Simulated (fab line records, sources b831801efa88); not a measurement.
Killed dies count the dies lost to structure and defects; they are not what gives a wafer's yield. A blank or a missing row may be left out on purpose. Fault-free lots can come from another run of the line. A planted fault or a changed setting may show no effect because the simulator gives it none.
Tool commonality check + flow sfq_line + Lots sampled 16, wafers sampled 48

## WHAT PROMPTED THE OPENING
Of 16 lots, 4 have the reading I4_OVL flagged at SFQ_I4_OVL_MEAS_928. Fault-free wafers read 4 nm, with a standard deviation of 5.2.
Rule: a lot is flagged in two cases, either no wafer of it has a number, or all its wafers with numbers fall more than 4 standard deviations from that mean. All remaining lots are regarded as sound.

| lot  | measured     | on         | I4_OVL (nm), wafer by wafer | flag    |
|------|--------------|------------|-----------------------------|---------|
| L493 | day 44 12:58 | overlay-01 | 10 6 4                      |         |
| L494 | day 44 15:04 | overlay-02 | -11 0 -5                    |         |
| L495 | day 44 16:48 | overlay-02 | 6 7 5                       |         |
| L497 | day 44 21:40 | overlay-02 | 2 0 2                       |         |
| L498 | day 51 22:54 | overlay-02 | 89 93 91                    | FLAGGED |
| L499 | day 52 01:18 | overlay-01 | 88 86 85                    | FLAGGED |
| L500 | day 52 04:51 | overlay-02 | 96 92 96                    | FLAGGED |
| L501 | day 52 08:27 | overlay-02 | 101 99 97                   | FLAGGED |
| L507 | day 53 07:50 | overlay-01 | 10 8 3                      |         |
| L508 | day 53 16:50 | overlay-01 | 1 -4 -3                     |         |
| L510 | day 57 15:07 | overlay-01 | -6 -7 3                     |         |
| L511 | day 60 11:46 | overlay-02 | 8 1 4                       |         |
| L512 | day 60 15:22 | overlay-02 | 2 3 3                       |         |
| L513 | day 60 21:22 | overlay-02 | 2 1 3                       |         |
| L514 | day 61 16:59 | overlay-01 | 9 8 9                       |         |
| L515 | day 71 10:43 | overlay-02 | 5 4 7                       |         |
The numbers of the flagged lots are 93 nm on average: +89 nm against the usual, or +17 standard deviations.

## LOT BY LOT: THE TOOL USED
Before the reading, the record contains 3 process steps out of a 325-step route. Each cell gives the tool, then ch followed by the chambers the sampled wafers passed through, then the start.
| lot  | flag    | SFQ_TRILAYER_M3_STRIP_STRIP_079   | SFQ_TRILAYER_I3_VIA_ETCH_VIA_ETCH_088 | SFQ_TRILAYER_I4_VIA_LITHO_EXPOSE_104 |
|------|---------|-----------------------------------|---------------------------------------|--------------------------------------|
| L493 |         | rie_metal-03 ch 0,1, day 38 03:47 | rie_diel-02 ch 0,2,3, day 40 02:24    | krf_scanner-02 ch 0, day 44 11:51    |
| L494 |         | rie_metal-03 ch 0,1, day 38 11:22 | rie_diel-02 ch 0,1, day 40 06:00      | krf_scanner-02 ch 0, day 44 13:46    |
| L495 |         | rie_metal-02 ch 0,1, day 38 23:55 | rie_diel-04 ch 1,2,3, day 40 09:36    | krf_scanner-02 ch 0, day 44 15:30    |
| L497 |         | rie_metal-04 ch 0, day 39 18:09   | rie_diel-03 ch 1,2, day 40 15:36      | krf_scanner-02 ch 0, day 44 20:22    |
| L498 | FLAGGED | rie_metal-02 ch 1, day 39 23:20   | rie_diel-02 ch 0,3, day 46 07:17      | krf_scanner-02 ch 0, day 51 21:36    |
| L499 | FLAGGED | rie_metal-03 ch 0,1, day 40 08:33 | rie_diel-04 ch 0,2,3, day 46 08:36    | krf_scanner-02 ch 0, day 51 23:48    |
| L500 | FLAGGED | rie_metal-02 ch 0, day 40 12:09   | rie_diel-02 ch 0,1, day 46 09:48      | krf_scanner-02 ch 0, day 52 03:21    |
| L501 | FLAGGED | rie_metal-04 ch 1, day 40 17:20   | rie_diel-03 ch 0,1, day 46 11:00      | krf_scanner-02 ch 0, day 52 07:09    |
| L507 |         | rie_metal-03 ch 0,1, day 47 10:08 | rie_diel-02 ch 0,1,3, day 48 00:59    | krf_scanner-01 ch 0, day 53 06:44    |
| L508 |         | rie_metal-04 ch 0,1, day 47 11:08 | rie_diel-04 ch 0,2,3, day 53 04:30    | krf_scanner-01 ch 0, day 53 15:31    |
| L510 |         | rie_metal-04 ch 0,1, day 47 13:32 | rie_diel-03 ch 2,3, day 53 10:30      | krf_scanner-01 ch 0, day 57 13:37    |
| L511 |         | rie_metal-04 ch 0,1, day 54 13:53 | rie_diel-02 ch 0,1,3, day 54 23:11    | krf_scanner-01 ch 0, day 60 10:16    |
| L512 |         | rie_metal-03 ch 0,1, day 54 16:17 | rie_diel-03 ch 0,1,2, day 55 01:26    | krf_scanner-01 ch 0, day 60 14:04    |
| L513 |         | rie_metal-04 ch 0,1, day 54 19:53 | rie_diel-03 ch 0,1,2, day 55 06:14    | krf_scanner-01 ch 0, day 60 19:52    |
| L514 |         | rie_metal-02 ch 0,1, day 55 11:29 | rie_diel-03 ch 1,2, day 55 23:10      | krf_scanner-01 ch 0, day 61 15:41    |
| L515 |         | rie_metal-02 ch 0,1, day 55 21:17 | rie_diel-04 ch 0,1, day 61 02:57      | krf_scanner-01 ch 0, day 71 09:37    |
What is done by these steps:
- SFQ_TRILAYER_M3_STRIP_STRIP_079: strips in O2.
- SFQ_TRILAYER_I3_VIA_ETCH_VIA_ETCH_088: etches SiO2 in CHF3, stops on Nb, target depth 260 nm.
- SFQ_TRILAYER_I4_VIA_LITHO_EXPOSE_104: exposes mask I4, target cd 700 nm.
- SFQ_I4_OVL_MEAS_928

## FLAGGED AGAINST TOTAL, ONE TOOL AT A TIME (gauges that did the reading follow at the end)
| step                                  | tool           | lots run | flagged | share of the flagged lots | sound lots run after its first flagged lot |
|---------------------------------------|----------------|----------|---------|---------------------------|--------------------------------------------|
| SFQ_TRILAYER_M3_STRIP_STRIP_079       | rie_metal-02   | 5        | 2       | some                      | 2 (L514,L515)                              |
| SFQ_TRILAYER_M3_STRIP_STRIP_079       | rie_metal-03   | 5        | 1       | some                      | 2 (L507,L512)                              |
| SFQ_TRILAYER_M3_STRIP_STRIP_079       | rie_metal-04   | 6        | 1       | some                      | 4 (L508,L510,L511,L513)                    |
| SFQ_TRILAYER_I3_VIA_ETCH_VIA_ETCH_088 | rie_diel-02    | 6        | 2       | some                      | 2 (L507,L511)                              |
| SFQ_TRILAYER_I3_VIA_ETCH_VIA_ETCH_088 | rie_diel-03    | 6        | 1       | some                      | 4 (L510,L512,L513,L514)                    |
| SFQ_TRILAYER_I3_VIA_ETCH_VIA_ETCH_088 | rie_diel-04    | 4        | 1       | some                      | 2 (L508,L515)                              |
| SFQ_TRILAYER_I4_VIA_LITHO_EXPOSE_104  | krf_scanner-01 | 8        | 0       | none                      | -                                          |
| SFQ_TRILAYER_I4_VIA_LITHO_EXPOSE_104  | krf_scanner-02 | 8        | 4       | all                       | 0                                          |
| SFQ_I4_OVL_MEAS_928                   | overlay-01     | 6        | 1       | some                      | 4 (L507,L508,L510,L514)                    |
| SFQ_I4_OVL_MEAS_928                   | overlay-02     | 10       | 3       | some                      | 4 (L511,L512,L513,L515)                    |

## WHAT THE TABLE ALLOWS
In the table, 1 row covers all flagged lots: krf_scanner-02 at SFQ_TRILAYER_I4_VIA_LITHO_EXPOSE_104.
- krf_scanner-02 at SFQ_TRILAYER_I4_VIA_LITHO_EXPOSE_104: 4 of its 8 lots flagged. It ran its last sound lot, L497, at day 44 20:22 and its first flagged lot, L498, at day 51 21:36: a fault with its onset between the two fits.
What remains is a single tool, krf_scanner-02 at SFQ_TRILAYER_I4_VIA_LITHO_EXPOSE_104.

## WHAT THE SIMULATOR HAD INSERTED
Scanner matching overlay: krf_scanner-02, from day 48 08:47 on, at SFQ_TRILAYER_I4_VIA_LITHO_EXPOSE_104. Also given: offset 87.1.
Lots struck among those shown: L498, L499, L500, L501. The rule above found the same.
